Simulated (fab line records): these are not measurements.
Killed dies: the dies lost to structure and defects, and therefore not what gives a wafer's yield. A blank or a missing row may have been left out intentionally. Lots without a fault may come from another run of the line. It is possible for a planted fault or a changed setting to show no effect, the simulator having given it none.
A struck lot beside a sound one :: flow sky130 :: 18 out of 708 route steps
Sound: wafers L413.4, L413.5, L413.6. Wafers L412.2, L412.3, L412.5 were the ones struck. The cause comes at the end.
Each step with rows lists, per side, the tool, then ch with its chambers, then its first start. Under that, the readings that differ: sound wafers :: struck wafers :: difference of the means :: sigmas: that difference in standard deviations of wafers without a fault.
alike: a reading whose means differ by less than 2 such deviations, as well as words and numbers matching on both sides. not compared: withheld readings; readings where some wafer has no value; bounds like >300 that might hide an equal value; numbers whose values overlap and for which the record gives no deviation.
Wherever a step has rows on one side only, a row that says differs or no value, or a row with sigmas, the two part there. When numbers do not overlap yet have no deviation, they are printed without sigmas and do not part them. A reading missing from all wafers of one side parts the sides only when that side holds two or more wafers.

first, 1 step without rows for these wafers: SKY_VT_ADJUST_PCH_IMPLANT_08.
SKY_VT_ADJUST_PCH_STRIP_09: strips in O2/N2.
  sound on plasmaAsher-03 ch 0,1, day 13 23:50; struck on plasmaAsher-04 ch 0,1, day 13 09:17
reading: stripTimeToEndpointS (s)
sound: 36.75 36.83 36.77
struck: 37.01 37.01 36.92
difference: +0.20
sigmas: +2
  alike: chamberPressureMTorr, drypumpMotorCurrentA, oesProductAu
  not compared: rfHoursCounterH
SKY_VT_ADJUST_PCH_TW_MEAS_10:
  sound on filmMetro-02 at day 13 23:58; struck on filmMetro-01 at day 13 09:24
  alike: VT_ADJUST_PCH_TW
then, 7 steps without rows for these wafers: SKY_SONOS_TUNNEL_DEHYDRATE_00 (time 60 s); SKY_SONOS_TUNNEL_HMDS_01 (prime time 60 s); SKY_SONOS_TUNNEL_COAT_02 (resist thk 1140 nm); SKY_SONOS_TUNNEL_SOFTBAKE_03 (time 60 s); SKY_SONOS_TUNNEL_EXPOSE_04 (exposes mask TUNM, target cd 410 nm); SKY_SONOS_TUNNEL_PEB_05; SKY_SONOS_TUNNEL_DEVELOP_06 (develop time 60 s).
SKY_SONOS_TUNNEL_CD_MEAS_07: the cd target is 410 nm.
  sound on cdSem-01 at day 15 01:30; struck on cdSem-02 at day 14 09:34
reading: cdNm (nm)
sound: 405.8 406.0 406.7
struck: 411.7 411.6 411.7
difference: +5.5
sigmas: +2
SKY_SONOS_TUNNEL_OVL_MEAS_08:
  sound on overlay-01 at day 15 01:35; struck on overlay-01 at day 14 09:40
  alike: SONOS_TUNNEL_OVL
SKY_SONOS_TUNNEL_IMPLANT_09:
  sound on implanter-01 ch 0, day 15 01:40; struck on implanter-03 ch 0, day 14 09:43
  alike: beamOnS
then, 2 steps without rows for these wafers: SKY_SONOS_TUNNEL_WET_ETCH_10 (etches SiO2 in dHF, target depth 14 nm, time 280 s); SKY_SONOS_TUNNEL_STRIP_11 (strips in SPM, time 600 s).
SKY_SONOS_TUNNEL_TW_MEAS_12:
  sound on filmMetro-04 at day 15 02:02; struck on filmMetro-04 at day 14 10:17
reading: SONOS_TUNNEL_TW
sound: 199.3 198.7 199.8
struck: 181.4 181.7 180.9
difference: -17.9
sigmas: -10
then, 1 step without rows for these wafers: SKY_SONOS_TUNNEL_CLEAN_13 (cleans in dHF, time 20 s).
-- here the record skips 34 days between the struck wafers' starts before and after, leaving off in module SONOS_TUNNEL and picking up in module PAD_OPEN (first step shown: number 708 of the route) --
SKY_PAD_OPEN_PROBE_99:
  sound on prober-02 at day 48 15:17; struck on prober-01 at day 48 10:07
reading: model.etest.tipSonos.rsOhmSqRange
sound: 30.47 46.91 31.54
struck: 92.79 85.24 87.97
difference: +52.36
sigmas: 

reading: model.etest.sonosUncharged.rOnOhmUm
sound: 814.4 813.8 822.7
struck: 764.3 791.1 771.8
difference: -41.2
sigmas: 

reading: model.etest.sonosProgrammed.offLog10AUm
sound: -13.98 -13.9 -14.14
struck: -13.48 -13.36 -12.77
difference: +0.80
sigmas: 

reading: model.etest.sonosUncharged.vtV (V)
sound: -0.402 -0.4364 -0.4215
struck: -0.5748 -0.5339 -0.5795
difference: -0.1428
sigmas: 

reading: model.etest.sonosBaked.vtV (V)
sound: 0.9471 1.042 0.9449
struck: 0.7938 0.773 0.7569
difference: -0.2034
sigmas: 
  alike: killed_at_M0_to_M3, killed_at_M4_up, killedAtContacts, killedAtFrontEnd, killedAtOther, killedDies, killedOpen, killedShort
  not compared: model.etest.tipSonos.rsOhmSq, model.etest.tipSonos.rsOhmSqRimLessCentre

WHERE THEY PART
Last at SKY_SONOS_TUNNEL_TW_MEAS_12 as far as this record goes, first at SKY_VT_ADJUST_PCH_STRIP_09. Later steps at which nothing parts them and some readings are alike: SKY_PAD_OPEN_PROBE_99.

WHY: what the simulator had put in
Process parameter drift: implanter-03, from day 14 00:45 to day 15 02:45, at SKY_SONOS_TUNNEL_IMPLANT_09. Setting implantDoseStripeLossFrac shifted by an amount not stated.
